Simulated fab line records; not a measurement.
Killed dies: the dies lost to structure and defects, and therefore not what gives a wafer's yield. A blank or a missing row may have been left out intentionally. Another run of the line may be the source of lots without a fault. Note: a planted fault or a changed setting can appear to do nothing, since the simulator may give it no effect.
Check of tool commonality    flow gf180mcu    12 lots, 36 wafers sampled

THE REASON FOR OPENING IT
At GF_V4_THK_MEAS_01 the reading V4_CVD_00_THK is flagged on 2 of 12 lots. No-fault wafers: 597 nm, standard deviation 7.4.
Rule: a lot is flagged in two cases, either no wafer of it has a number, or all its wafers with numbers fall more than 4 standard deviations from that mean. The other lots count as sound.

lot   measured      on            V4_CVD_00_THK (nm), wafer by wafer  flag
L573  day 23 20:31  filmMetro-03  579 584 597                         
L575  day 24 19:10  filmMetro-04  587 583 600                         
L581  day 26 13:23  filmMetro-02  298 300 298                         FLAGGED
L583  day 27 09:19  filmMetro-02  296 294 300                         FLAGGED
L585  day 27 16:24  filmMetro-03  600 603 598                         
L584  day 28 02:49  filmMetro-03  603 604 604                         
L587  day 28 09:24  filmMetro-02  594 590 599                         
L588  day 28 17:04  filmMetro-02  595 589 591                         
L589  day 28 21:45  filmMetro-04  609 611 605                         
L592  day 30 00:49  filmMetro-04  613 605 600                         
L594  day 30 04:25  filmMetro-04  602 603 597                         
L595  day 30 13:21  filmMetro-04  601 598 593                         
Average over the flagged lots: 298 nm; offset from the usual -299 nm, equal to -40 standard deviations.

WHICH TOOL EACH LOT WENT THROUGH
Before the reading, the record contains 2 process steps out of a 602-step route. In each cell: the tool, then ch and the chambers that the sampled wafers went through, then the start.
lot   flag     GF_V3_CMP_04                   GF_V4_CVD_00
L573           cmp-01 ch 0,2,3, day 21 19:29  hdpcvd-01 ch 1,2, day 23 20:26
L575           cmp-01 ch 0,1,2, day 22 19:40  hdpcvd-01 ch 1,2, day 24 19:04
L581  FLAGGED  cmp-01 ch 0,1, day 24 16:22    hdpcvd-02 ch 0,1,2, day 26 13:18
L583  FLAGGED  cmp-02 ch 0,1,2, day 25 14:12  hdpcvd-02 ch 1,2, day 27 09:14
L585           cmp-01 ch 0,2,3, day 25 20:39  hdpcvd-01 ch 0,2, day 27 16:19
L584           cmp-02 ch 0,1,2, day 26 08:19  hdpcvd-01 ch 0,1,2, day 28 02:45
L587           cmp-01 ch 0,1, day 26 14:15    hdpcvd-01 ch 0,1, day 28 09:19
L588           cmp-01 ch 0,3, day 27 00:00    hdpcvd-01 ch 0,1,2, day 28 16:59
L589           cmp-01 ch 1,2, day 27 03:24    hdpcvd-01 ch 0,2, day 28 21:39
L592           cmp-01 ch 0,1, day 28 08:13    hdpcvd-01 ch 0,2, day 30 00:44
L594           cmp-01 ch 0,1,2, day 28 11:16  hdpcvd-02 ch 1,2, day 30 04:19
L595           cmp-02 ch 0,3, day 28 20:05    hdpcvd-02 ch 0,1,2, day 30 13:16
These steps, and what they do:
- GF_V3_CMP_04: polishes SiO2.
- GF_V4_CVD_00: deposits SiO2, target thk 600 nm, time 100 s.
- GF_V4_THK_MEAS_01

FLAGGED OVER TOTAL, TOOL BY TOOL (the gauges that took the reading come last)
step               tool          lots run  flagged  share of the flagged lots  sound lots run after its first flagged lot
GF_V3_CMP_04       cmp-01        9         1        some                       6 (L585,L587,L588,L589,L592,L594)
GF_V3_CMP_04       cmp-02        3         1        some                       2 (L584,L595)
GF_V4_CVD_00       hdpcvd-01     8         0        none                       -
GF_V4_CVD_00       hdpcvd-02     4         2        all                        2 (L594,L595)
GF_V4_THK_MEAS_01  filmMetro-02  4         2        all                        2 (L587,L588)
GF_V4_THK_MEAS_01  filmMetro-03  3         0        none                       -
GF_V4_THK_MEAS_01  filmMetro-04  5         0        none                       -

WHAT THE TABLE ALLOWS
Rows of the table that ran all the flagged lots, 2 in number: hdpcvd-02 at GF_V4_CVD_00; filmMetro-02 at GF_V4_THK_MEAS_01.
- hdpcvd-02 at GF_V4_CVD_00: 2 of its 4 lots flagged. Lots that were sound ran on it after the first flagged one (L594, L595); a persistent fault on the entire tool would not allow that. Its own readings lie more than 4 standard deviations out on every wafer of the flagged lots: sih4FlowSccm.
- filmMetro-02 at GF_V4_THK_MEAS_01: 2 of its 4 lots flagged. Lots that were sound ran on it after the first flagged one (L587, L588); a persistent fault on the entire tool would not allow that.
No row of the table ran every flagged lot and no sound lot after the first.

WHAT THE SIMULATOR PUT IN
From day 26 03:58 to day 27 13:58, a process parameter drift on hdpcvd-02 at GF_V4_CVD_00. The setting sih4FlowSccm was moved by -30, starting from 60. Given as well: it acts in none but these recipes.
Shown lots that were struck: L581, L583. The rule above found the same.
